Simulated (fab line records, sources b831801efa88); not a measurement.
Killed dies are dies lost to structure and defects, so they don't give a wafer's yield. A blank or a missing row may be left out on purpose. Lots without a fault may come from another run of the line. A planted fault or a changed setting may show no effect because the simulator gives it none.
Tool commonality check | flow gf180mcu | 14 lots, 42 wafers sampled

WHY IT WAS OPENED
At GF_PSD_RS_MEAS_14 the reading NSD_RS is flagged on 3 of 14 lots. Wafers without a fault read 46.18 ohm/sq, standard deviation 0.091.
Rule: a lot is flagged when every wafer of it that has a number lies more than 4 standard deviations from that mean, or none has a number. The other lots count as sound.

lot  | measured     | on            | NSD_RS (ohm/sq), wafer by wafer | flag
L879 | day 14 15:26 | film_metro-04 | 46.04 46.11 46.25               |
L880 | day 14 23:14 | film_metro-03 | 46.17 46.14 46.21               |
L881 | day 15 07:04 | film_metro-04 | 46.26 46.14 46.23               |
L883 | day 15 23:25 | film_metro-03 | 46.05 46.13 46.17               |
L884 | day 16 09:10 | film_metro-04 | 46.22 46.29 46.30               |
L885 | day 16 18:51 | film_metro-03 | 46.12 46.32 46.29               |
L886 | day 17 02:31 | film_metro-03 | 46.18 46.20 46.18               |
L891 | day 18 15:47 | film_metro-04 | 47.07 46.97 47.14               | FLAGGED
L892 | day 19 04:46 | film_metro-04 | 47.10 47.16 47.20               | FLAGGED
L893 | day 19 12:58 | film_metro-02 | 47.09 47.04 46.99               | FLAGGED
L896 | day 21 12:04 | film_metro-02 | 46.16 46.15 46.21               |
L898 | day 21 16:10 | film_metro-02 | 46.17 46.27 46.11               |
L900 | day 22 09:56 | film_metro-03 | 46.12 46.13 46.09               |
L901 | day 22 13:38 | film_metro-02 | 46.03 46.10 46.21               |
The numbers of the flagged lots are 47.08 ohm/sq on average: +0.90 ohm/sq against the usual, or +10 standard deviations.

WHICH TOOL RAN EACH LOT
The record holds 1 process step before the reading, out of a route of 602 steps. In each cell: the tool, then ch and the chambers that the sampled wafers went through, then the start.
lot  | flag    | GF_NSD_IMPLANT_10
L879 |         | implanter-02 ch 0, day 13 17:57
L880 |         | implanter-03 ch 0, day 14 01:16
L881 |         | implanter-03 ch 0, day 14 09:08
L883 |         | implanter-04 ch 0, day 15 00:52
L884 |         | implanter-03 ch 0, day 15 10:17
L885 |         | implanter-03 ch 0, day 15 19:30
L886 |         | implanter-02 ch 0, day 16 02:57
L891 | FLAGGED | implanter-02 ch 0, day 17 15:07
L892 | FLAGGED | implanter-02 ch 0, day 18 04:18
L893 | FLAGGED | implanter-02 ch 0, day 18 11:47
L896 |         | implanter-04 ch 0, day 20 11:01
L898 |         | implanter-04 ch 0, day 20 15:30
L900 |         | implanter-02 ch 0, day 21 09:53
L901 |         | implanter-03 ch 0, day 21 12:41
What these steps do:
- GF_NSD_IMPLANT_10
- GF_PSD_RS_MEAS_14: measures by four-point-probe.

FLAGGED OVER TOTAL, TOOL BY TOOL (the gauges that took the reading come last)
step              | tool          | lots run | flagged | share of the flagged lots | sound lots run after its first flagged lot
GF_NSD_IMPLANT_10 | implanter-02  | 6        | 3       | all                       | 1 (L900)
GF_NSD_IMPLANT_10 | implanter-03  | 5        | 0       | none                      | -
GF_NSD_IMPLANT_10 | implanter-04  | 3        | 0       | none                      | -
GF_PSD_RS_MEAS_14 | film_metro-02 | 4        | 1       | some                      | 3 (L896,L898,L901)
GF_PSD_RS_MEAS_14 | film_metro-03 | 5        | 0       | none                      | -
GF_PSD_RS_MEAS_14 | film_metro-04 | 5        | 2       | some                      | 0

WHAT THE TABLE ALLOWS
1 row of the table ran every flagged lot: implanter-02 at GF_NSD_IMPLANT_10.
- implanter-02 at GF_NSD_IMPLANT_10: 3 of its 6 lots flagged. Sound lots ran on it after the first flagged one (L900), which a lasting fault on the whole tool wouldn't allow. Its own readings lie more than 4 standard deviations out on every wafer of the flagged lots: dose_ions_cm2, faraday_current_uA.
No row of the table ran every flagged lot and no sound lot after the first.

WHAT THE SIMULATOR HAD PUT IN
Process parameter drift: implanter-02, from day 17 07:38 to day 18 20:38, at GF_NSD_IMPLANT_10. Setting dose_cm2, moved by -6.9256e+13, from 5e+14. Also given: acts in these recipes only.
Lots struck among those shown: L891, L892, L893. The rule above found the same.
